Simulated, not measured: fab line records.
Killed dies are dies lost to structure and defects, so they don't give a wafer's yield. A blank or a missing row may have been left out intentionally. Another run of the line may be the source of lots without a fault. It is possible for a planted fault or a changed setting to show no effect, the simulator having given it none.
Matching of chambers / flow sky130 / rie diel-01 running SKY_LI_CONTACT_ETCH_15: 4 sister chambers
The step etches PSG in C4F8/O2/Ar, stops on Si, target depth 600 nm. 18 wafers are shown with their chamber, then 9 later ones without.

## EACH WAFER AND ITS CHAMBER
wafer=L079.2; chamber=1; oes product au (a.u.)=0.840; rf fwd power W (W)=1488
wafer=L079.4; chamber=2; oes product au (a.u.)=0.839; rf fwd power W (W)=1497
wafer=L079.6; chamber=2; oes product au (a.u.)=0.834; rf fwd power W (W)=1491
wafer=L080.3; chamber=3; oes product au (a.u.)=0.837; rf fwd power W (W)=1491
wafer=L080.5; chamber=2; oes product au (a.u.)=0.839; rf fwd power W (W)=1493
wafer=L080.6; chamber=1; oes product au (a.u.)=0.830; rf fwd power W (W)=1487
wafer=L081.1; chamber=2; oes product au (a.u.)=0.837; rf fwd power W (W)=1496
wafer=L081.3; chamber=1; oes product au (a.u.)=0.829; rf fwd power W (W)=1494
wafer=L081.5; chamber=3; oes product au (a.u.)=0.836; rf fwd power W (W)=1492
wafer=L085.1; chamber=1; oes product au (a.u.)=0.840; rf fwd power W (W)=1494
wafer=L085.4; chamber=2; oes product au (a.u.)=0.839; rf fwd power W (W)=1495
wafer=L085.6; chamber=2; oes product au (a.u.)=0.845; rf fwd power W (W)=1483
wafer=L087.1; chamber=3; oes product au (a.u.)=0.838; rf fwd power W (W)=1492
wafer=L087.2; chamber=0; oes product au (a.u.)=0.846; rf fwd power W (W)=1494
wafer=L087.5; chamber=2; oes product au (a.u.)=0.834; rf fwd power W (W)=1492
wafer=L090.1; chamber=2; oes product au (a.u.)=0.844; rf fwd power W (W)=1496
wafer=L090.2; chamber=3; oes product au (a.u.)=0.835; rf fwd power W (W)=1485
wafer=L090.5; chamber=0; oes product au (a.u.)=0.831; rf fwd power W (W)=1490

SIGNATURES (means of the wafers above)
reading=oes product au; chamber 0=0.83850; chamber 1=0.83475; chamber 2=0.83887; chamber 3=0.83650; scatter within a chamber=0.00495
reading=rf fwd power W; chamber 0=1492.00; chamber 1=1490.75; chamber 2=1492.88; chamber 3=1490.00; scatter within a chamber=4.03
Rule: distance of a wafer from a chamber = root of the sum over the readings of ((wafer's reading minus chamber's mean) / reading's scatter) squared. If the next closest chamber is less than 2 further off than the closest, the wafer can't be placed; otherwise it belongs to the closest. The scatter: the root of (the sum of the squares of (reading less its chamber's mean) over the shown wafers, divided by (wafers less chambers)).

## WAFERS WITH NO CHAMBER GIVEN
wafer=L092.1; oes product au (a.u.)=0.839; rf fwd power W (W)=1499
wafer=L092.3; oes product au (a.u.)=0.836; rf fwd power W (W)=1484
wafer=L092.6; oes product au (a.u.)=0.835; rf fwd power W (W)=1498
wafer=L095.4; oes product au (a.u.)=0.833; rf fwd power W (W)=1497
wafer=L095.5; oes product au (a.u.)=0.844; rf fwd power W (W)=1489
wafer=L095.6; oes product au (a.u.)=0.834; rf fwd power W (W)=1494
wafer=L097.3; oes product au (a.u.)=0.840; rf fwd power W (W)=1494
wafer=L097.5; oes product au (a.u.)=0.841; rf fwd power W (W)=1507
wafer=L097.6; oes product au (a.u.)=0.831; rf fwd power W (W)=1492

## EACH ONE'S CHAMBER
wafer=L092.1; from the rows above=can't be placed: 2 or 0 or 1 or 3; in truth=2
wafer=L092.3; from the rows above=can't be placed: 3 or 1 or 0 or 2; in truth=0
wafer=L092.6; from the rows above=can't be placed: 2 or 0 or 1 or 3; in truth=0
wafer=L095.4; from the rows above=can't be placed: 2 or 1 or 0 or 3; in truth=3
wafer=L095.5; from the rows above=can't be placed: 0 or 2 or 3 or 1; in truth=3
wafer=L095.6; from the rows above=can't be placed: 1 or 2 or 0 or 3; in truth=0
wafer=L097.3; from the rows above=can't be placed: 2 or 0 or 3 or 1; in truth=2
wafer=L097.5; from the rows above=can't be placed: 2 or 0 or 1 or 3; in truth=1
wafer=L097.6; from the rows above=can't be placed: 1 or 3 or 0 or 2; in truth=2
Correct placement for 0 of the 9. From these rows, 9 cannot be placed; in 9 the true chamber is one of the candidates. Wrongly placed: 0.
